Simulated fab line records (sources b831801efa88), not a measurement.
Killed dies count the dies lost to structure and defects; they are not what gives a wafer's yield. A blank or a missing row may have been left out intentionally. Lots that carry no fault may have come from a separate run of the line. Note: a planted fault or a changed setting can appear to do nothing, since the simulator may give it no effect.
Chamber matching    flow gf180mcu    GF_STI_CMP_25 on cmp-01 has 4 sister chambers
The step polishes, stops on Si3N4, t overpolish 33 s, target thk 524.6 nm. 16 wafers are shown with their chamber, then 8 later ones without.

== EACH WAFER AND ITS CHAMBER ==
wafer   chamber  motor-current-A (A)  time-to-endpoint-s (s)  overpolish-run-s (s)
L079.2  0        9.5                  120                     33.022
L079.5  0        9.7                  121                     33.000
L079.6  3        11.9                 117                     33.009
L080.1  3        12.1                 117                     32.998
L080.5  1        11.9                 119                     33.002
L080.6  2        10.5                 125                     33.008
L081.3  3        11.6                 119                     32.995
L081.4  1        12.3                 124                     33.000
L081.5  3        12.1                 123                     33.005
L083.2  3        11.6                 116                     33.010
L083.3  2        11.1                 125                     33.006
L083.6  0        9.7                  123                     32.986
L087.2  3        11.9                 122                     32.995
L087.5  1        10.9                 119                     32.999
L087.6  0        10.2                 119                     32.991
L091.1  1        11.6                 120                     33.001

SIGNATURES (means of the wafers above)
reading             chamber 0  chamber 1  chamber 2  chamber 3  scatter within a chamber
motor-current-A     9.775      11.675     10.800     11.867     0.382
time-to-endpoint-s  120.75     120.50     125.00     119.00     2.38
overpolish-run-s    32.99975   33.00050   33.00700   33.00200   0.00915
Rule: distance of a wafer from a chamber = root of the sum over the readings of ((wafer's reading minus chamber's mean) / reading's scatter) squared. The wafer belongs to the nearest chamber; if the next one is less than 2 further off, it can't be placed. The scatter: take each reading less its chamber's mean, square it, sum over the shown wafers, divide by the number of wafers less the number of chambers, and take the root.

== WAFERS MISSING THEIR CHAMBER ==
wafer   motor-current-A (A)  time-to-endpoint-s (s)  overpolish-run-s (s)
L091.2  10.6                 127                     33.010
L091.5  11.8                 122                     32.993
L094.2  10.0                 125                     32.991
L094.3  10.7                 124                     33.005
L094.6  11.5                 122                     33.008
L096.2  9.9                  124                     32.991
L096.4  11.1                 121                     32.990
L096.5  12.1                 117                     32.987

== THE CHAMBER EACH PASSED THROUGH ==
wafer   from the rows above                in truth
L091.2  2                                  2
L091.5  can't be placed: 1 or 3            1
L094.2  can't be placed: 0 or 2            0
L094.3  2                                  2
L094.6  can't be placed: 1 or 3 or 2       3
L096.2  can't be placed: 0 or 2            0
L096.4  can't be placed: 1 or 3 or 2 or 0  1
L096.5  can't be placed: 3 or 1            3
Correctly placed: 2 of 8. These rows do not allow placing 6 (true chamber among the candidates in 6). 0 placed wrongly.
